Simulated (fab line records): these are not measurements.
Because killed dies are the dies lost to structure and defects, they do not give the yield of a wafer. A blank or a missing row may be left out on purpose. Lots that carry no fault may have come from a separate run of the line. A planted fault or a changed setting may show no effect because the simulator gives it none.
Which tool is to blame? ; flow sky130 ; 12 lots, 36 wafers sampled, at 6 steps of a route of 708

WHAT THE GAUGES SHOWED, per wafer
SKY_VT_ADJUST_PCH_TW_MEAS_10.
lot;measured;on;VT_ADJUST_PCH_TW
L998;day 11 09:25;film-metro-01;144.3 143.6 143.1
L999;day 11 10:23;film-metro-02;141.2 141.0 141.5
L100;day 11 20:25;film-metro-03;143.6 144.0 143.1
L108;day 13 18:44;film-metro-03;144.0 144.0 144.2
L110;day 14 05:02;film-metro-03;144.0 143.8 144.1
L112;day 14 18:19;film-metro-02;142.5 142.1 141.4
L113;day 15 06:05;film-metro-01;143.4 143.1 143.5
L114;day 15 18:25;film-metro-03;144.4 144.8 144.8
L115;day 15 19:08;film-metro-01;142.9 142.8 143.6
L117;day 16 13:21;film-metro-01;142.8 143.3 143.2
L120;day 17 11:56;film-metro-03;144.2 143.7 144.6
L121;day 17 21:14;film-metro-03;144.3 144.3 144.4

SKY_POLY_GATE_CD_MEAS_13: target cd 150 nm.
lot;measured;on;cd-nm (nm)
L998;day 17 06:34;cd-sem-01;149.9 150.7 147.6
L999;day 17 12:37;cd-sem-01;149.1 150.0 150.0
L100;day 18 02:23;cd-sem-02;150.0 148.3 149.9
L108;day 20 07:59;cd-sem-01;149.6 149.2 151.1
L110;day 20 19:40;cd-sem-02;150.8 152.5 149.8
L112;day 21 13:10;cd-sem-02;150.7 150.9 150.4
L113;day 22 02:19;cd-sem-01;149.2 150.3 150.0
L114;day 22 17:40;cd-sem-02;148.9 149.8 148.5
L115;day 22 17:01;cd-sem-02;150.5 150.8 150.9
L117;day 23 11:01;cd-sem-01;151.8 151.4 151.5
L120;day 24 14:08;cd-sem-01;151.3 150.6 150.8
L121;day 24 18:47;cd-sem-02;152.1 151.3 151.9

SKY_LDD_N_TW_MEAS_17.
lot;measured;on;LDD_N_TW
L998;day 18 16:56;film-metro-03;2615 2628 2603
L999;day 18 22:25;film-metro-03;2630 2618 2626
L100;day 19 12:48;film-metro-01;2607 2606 2625
L108;day 21 20:42;film-metro-01;2708 2697 2717
L110;day 22 06:40;film-metro-03;2697 2722 2702
L112;day 22 23:11;film-metro-03;2586 2604 2595
L113;day 23 12:41;film-metro-01;2618 2593 2602
L114;day 24 02:48;film-metro-03;2597 2576 2579
L115;day 24 01:36;film-metro-03;2586 2589 2573
L117;day 24 21:51;film-metro-01;2611 2612 2605
L120;day 25 22:32;film-metro-04;2615 2600 2597
L121;day 26 02:17;film-metro-03;2592 2582 2591

SKY_LDD_HVN_TW_MEAS_10.
lot;measured;on;LDD_HVN_TW
L998;day 21 06:38;film-metro-03;1449 1439 1446
L999;day 21 12:59;film-metro-01;1451 1453 1445
L100;day 22 03:27;film-metro-03;1446 1445 1453
L108;day 24 09:07;film-metro-03;1439 1438 1437
L110;day 24 17:58;film-metro-02;1436 1440 1441
L112;day 25 10:37;film-metro-01;1463 1450 1454
L113;day 25 23:38;film-metro-02;1432 1443 1435
L114;day 26 13:28;film-metro-02;1431 1436 1428
L115;day 26 12:52;film-metro-01;1458 1461 1455
L117;day 27 07:36;film-metro-03;1436 1440 1443
L120;day 28 08:14;film-metro-01;1428 1428 1429
L121;day 28 11:37;film-metro-02;1438 1440 1440

WHAT TOOL EACH LOT RAN ON (gives the tool, then ch and the chambers of the sampled wafers, and finally the start)
lot;SKY_LDD_N_IMPLANT_11;SKY_LDD_N_STRIP_16
L998;implanter-01 ch 0, day 18 16:07;plasma-asher-04 ch 0,1, day 18 16:51
L999;implanter-04 ch 0, day 18 21:35;plasma-asher-04 ch 0,1, day 18 22:18
L100;implanter-01 ch 0, day 19 11:59;plasma-asher-04 ch 0,1, day 19 12:42
L108;implanter-01 ch 0, day 21 19:34;plasma-asher-03 ch 0,1, day 21 20:37
L110;implanter-02 ch 0, day 22 05:30;plasma-asher-03 ch 0,1, day 22 06:34
L112;implanter-04 ch 0, day 22 22:20;plasma-asher-03 ch 1, day 22 23:05
L113;implanter-01 ch 0, day 23 11:52;plasma-asher-03 ch 0,1, day 23 12:36
L114;implanter-04 ch 0, day 24 01:57;plasma-asher-01 ch 0,1, day 24 02:42
L115;implanter-04 ch 0, day 24 00:45;plasma-asher-01 ch 0,1, day 24 01:30
L117;implanter-02 ch 0, day 24 21:01;plasma-asher-04 ch 1, day 24 21:44
L120;implanter-04 ch 0, day 25 21:43;plasma-asher-03 ch 0,1, day 25 22:27
L121;implanter-04 ch 0, day 26 01:26;plasma-asher-01 ch 1, day 26 02:11
- SKY_LDD_N_IMPLANT_11
- SKY_LDD_N_STRIP_16: strips in O2/N2.

AS READ BY THE TOOLS THEMSELVES (means over the sampled wafers that have a number; for cases with no such wafer, the mark the record gives instead)
SKY_LDD_N_IMPLANT_11.
lot;tool;beam-energy-keV
L998;implanter-01;20.003
L999;implanter-04;19.999
L100;implanter-01;20.002
L108;implanter-01;20.000
L110;implanter-02;19.997
L112;implanter-04;19.998
L113;implanter-01;19.994
L114;implanter-04;19.995
L115;implanter-04;20.002
L117;implanter-02;20.014
L120;implanter-04;20.002
L121;implanter-04;19.998

SKY_LDD_N_STRIP_16.
lot;tool;drypump-motor-current-A (A);oes-product-au (a.u.);strip-time-to-endpoint-s (s)
L998;plasma-asher-04;5.8;0.406;4.300
L999;plasma-asher-04;5.8;0.404;4.316
L100;plasma-asher-04;5.9;0.404;4.311
L108;plasma-asher-03;5.8;0.404;4.526
L110;plasma-asher-03;5.4;0.410;4.525
L112;plasma-asher-03;6.3;0.407;4.316
L113;plasma-asher-03;5.8;0.405;4.321
L114;plasma-asher-01;5.9;0.407;4.330
L115;plasma-asher-01;6.1;0.406;4.327
L117;plasma-asher-04;6.0;0.413;4.299
L120;plasma-asher-03;5.9;0.405;4.320
L121;plasma-asher-01;5.6;0.408;4.297

THE ANSWER, worked out from the rows above alone
Rule: the usual values come from the lots themselves. Put in order of their means at a reading, lots are off if they are a third of the lots or fewer, leave a main group of 4 or more, and stand apart from it by a gap of 3 or more times the standard deviation of the main group's means; of several such gaps the widest counts. Not used: any main group whose means are identical at the precision the tables above print for the reading. A lot without any number at a reading at which 4 lots or more have one is off too. All remaining lots with rows at the step are treated as sound. After the gauges, taken in route order, come the tools' own readings; for these a lot's mean is taken, as printed above. At the first step where some lot is off, the reading lying furthest off is the one used; lots without a number count as furthest.
Off: L108, L110, seen at SKY_LDD_N_TW_MEAS_17 (LDD_N_TW). Mean 2602 and standard deviation 13 in the main group.
A tool fits if, at a process step before that reading, it ran every lot that is off, and no sound lot after the first of them. Not tried: the gauges at SKY_LDD_N_TW_MEAS_17; whatever is off there is also off at SKY_LDD_N_STRIP_16, on other tools, and gauge error can't account for it. Not one of the candidates tried fits.

WHAT THE SIMULATOR PUT IN
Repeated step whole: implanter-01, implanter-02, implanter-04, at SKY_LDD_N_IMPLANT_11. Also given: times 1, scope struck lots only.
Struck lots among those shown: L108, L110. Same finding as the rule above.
